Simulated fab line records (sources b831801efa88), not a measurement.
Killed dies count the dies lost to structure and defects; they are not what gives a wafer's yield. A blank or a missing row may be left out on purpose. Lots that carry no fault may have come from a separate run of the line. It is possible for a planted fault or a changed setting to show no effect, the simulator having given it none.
Chamber matching / flow sky130 / 4 sister chambers for SKY_VIA1_ETCH_15 on rie_diel-02
The step etches SiO2 in C4F8/O2/Ar, stops on TiN, target depth 351 nm, time 54 s. 4 wafers are shown with their chamber, then 12 later ones without.

## WAFERS WITH THEIR CHAMBER
wafer=L089.4; chamber=1; oes_product_au (a.u.)=0.998
wafer=L089.6; chamber=2; oes_product_au (a.u.)=0.985
wafer=L090.2; chamber=3; oes_product_au (a.u.)=0.992
wafer=L090.4; chamber=0; oes_product_au (a.u.)=0.989

## WAFERS WITH NO CHAMBER GIVEN
wafer=L092.2; oes_product_au (a.u.)=0.989
wafer=L092.4; oes_product_au (a.u.)=0.984
wafer=L092.5; oes_product_au (a.u.)=0.987
wafer=L094.1; oes_product_au (a.u.)=0.983
wafer=L094.2; oes_product_au (a.u.)=0.990
wafer=L094.3; oes_product_au (a.u.)=1.002
wafer=L095.1; oes_product_au (a.u.)=0.982
wafer=L095.5; oes_product_au (a.u.)=0.981
wafer=L095.6; oes_product_au (a.u.)=0.985
wafer=L096.1; oes_product_au (a.u.)=0.983
wafer=L096.2; oes_product_au (a.u.)=0.987
wafer=L096.6; oes_product_au (a.u.)=0.986

## THE CHAMBER EACH PASSED THROUGH
wafer=L092.2; from the rows above=can't be placed: 0 or 3 or 2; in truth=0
wafer=L092.4; from the rows above=can't be placed: 2 or 0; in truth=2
wafer=L092.5; from the rows above=can't be placed: 0 or 2 or 3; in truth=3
wafer=L094.1; from the rows above=can't be placed: 2 or 0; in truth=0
wafer=L094.2; from the rows above=can't be placed: 0 or 3 or 2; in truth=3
wafer=L094.3; from the rows above=1; in truth=1
wafer=L095.1; from the rows above=can't be placed: 2 or 0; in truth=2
wafer=L095.5; from the rows above=can't be placed: 2 or 0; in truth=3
wafer=L095.6; from the rows above=can't be placed: 2 or 0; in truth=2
wafer=L096.1; from the rows above=can't be placed: 2 or 0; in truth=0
wafer=L096.2; from the rows above=can't be placed: 0 or 2 or 3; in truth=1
wafer=L096.6; from the rows above=can't be placed: 2 or 0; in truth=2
1 of 12 placed correctly. Cannot be placed on the basis of these rows: 11; the candidates contain the true chamber in 9. 0 placed wrongly.
How it was worked out, from the rows above alone: a wafer's distance from a chamber is the root of the sum, over the readings, of the square of ((its reading less the chamber's mean) divided by the reading's scatter). The wafer belongs to the nearest chamber; if the next one is less than 2 further off, it can't be placed. For every chamber, the mean is computed from those of its wafers that are shown. The scatter: with one shown wafer a chamber, the root of the mean of the squares of how far each hidden wafer lies from its nearest shown one.
